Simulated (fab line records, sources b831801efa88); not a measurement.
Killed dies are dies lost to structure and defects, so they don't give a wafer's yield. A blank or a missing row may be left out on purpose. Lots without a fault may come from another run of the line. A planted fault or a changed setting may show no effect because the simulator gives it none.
Problem report in the 8D (eight disciplines) form, filled by code | flow gf180mcu | the parts of the form that need people (team, actions taken, sign-off) are left out

1. THE PROBLEM
strip_time_to_endpoint_s at GF_HV_LDD_STRIP_37 reads a mean of 12.22 s on 6 wafers of 2 lots; wafers without a fault read 12.62 s with a standard deviation of 0.036. That is -11 standard deviations from the usual mean.
The step: strips in O2/N2.
First seen on wafer L686.2, day 15 23:55, on plasma_asher-03. The record holds 36 wafers of 12 lots with a number at this step. Rule for "out", or "out of limits": more than 4 standard deviations from the usual mean. The other wafers with a number count as sound.

2. WHAT IT IS AND WHAT IT IS NOT
question                    | is                       | is not
which readings at this step | strip_time_to_endpoint_s | drypump_motor_current_A, heater_power_w, oes_product_au
which lots                  | L686, L689               | L673, L674, L675, L677, L679, L684, L687, L691, L695, L696
which wafers of those lots  | all that have a number   | -
read on which tools         | plasma_asher-03          | plasma_asher-01, plasma_asher-02
when                        | from day 15 23:55        | up to then (18 sound wafers); but 12 sound wafers of L687, L691, L695, L696 came after

3. SUSPECTS, AND WHAT RULES EACH OUT
Counting: a tool at a process step up to the reading stays a suspect if it ran every lot that is out and no sound lot after the first of them.
- litho_track-01 at GF_HV_LDD_COAT_26 (resist thk 1000 nm): kept. It ran every lot that is out, first L686 (day 15 12:23), and no sound lot after that; its last sound lot up to then is L677 (day 12 11:28).
- plasma_asher-03 at GF_HV_LDD_STRIP_37 (strips in O2/N2): kept. It ran every lot that is out, first L686 (day 15 23:55), and no sound lot after that; its last sound lot up to then is L673 (day 11 09:14). Its own readings are out on those wafers: strip_time_to_endpoint_s.
Left after counting: litho_track-01 at GF_HV_LDD_COAT_26, plasma_asher-03 at GF_HV_LDD_STRIP_37.

4. THE CAUSE (what the simulator had put in)
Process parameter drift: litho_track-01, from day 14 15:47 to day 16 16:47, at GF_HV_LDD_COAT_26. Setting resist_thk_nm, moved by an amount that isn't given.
Counting left 2 suspects, and this tool is among them.

5. THE CHAIN OF EFFECTS, in route order
Each row: a reading whose mean over the struck wafers that have a number lies more than 3 standard deviations from the usual. Only readings for which the record gives a usual standard deviation are gone through. hours: the time from each lot's start at the first step in this table that gives one to its start at this step, as a median over the lots. sigmas: the change in usual standard deviations.
hours | step               | reading                  | usual   | on struck wafers | change | sigmas
0     | GF_HV_LDD_STRIP_37 | strip_time_to_endpoint_s | 12.62 s | 12.22            | -0.40  | -11
The process steps in it:
- GF_HV_LDD_STRIP_37: strips in O2/N2.

6. WHAT WOULD HAVE CAUGHT IT SOONER
In this record the first reading out of limits was taken at day 15 23:55, 32 hours after the fault began at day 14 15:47.
Of the tool readings at GF_HV_LDD_COAT_26 for which the record gives a usual standard deviation, none was out on any struck wafer, so an alarm limit of 4 standard deviations on them would not have fired.
Of the lots that are out (2), L689 began GF_HV_LDD_COAT_26 on litho_track-01 after day 15 23:55. A hold on the tool at that time would have spared it.
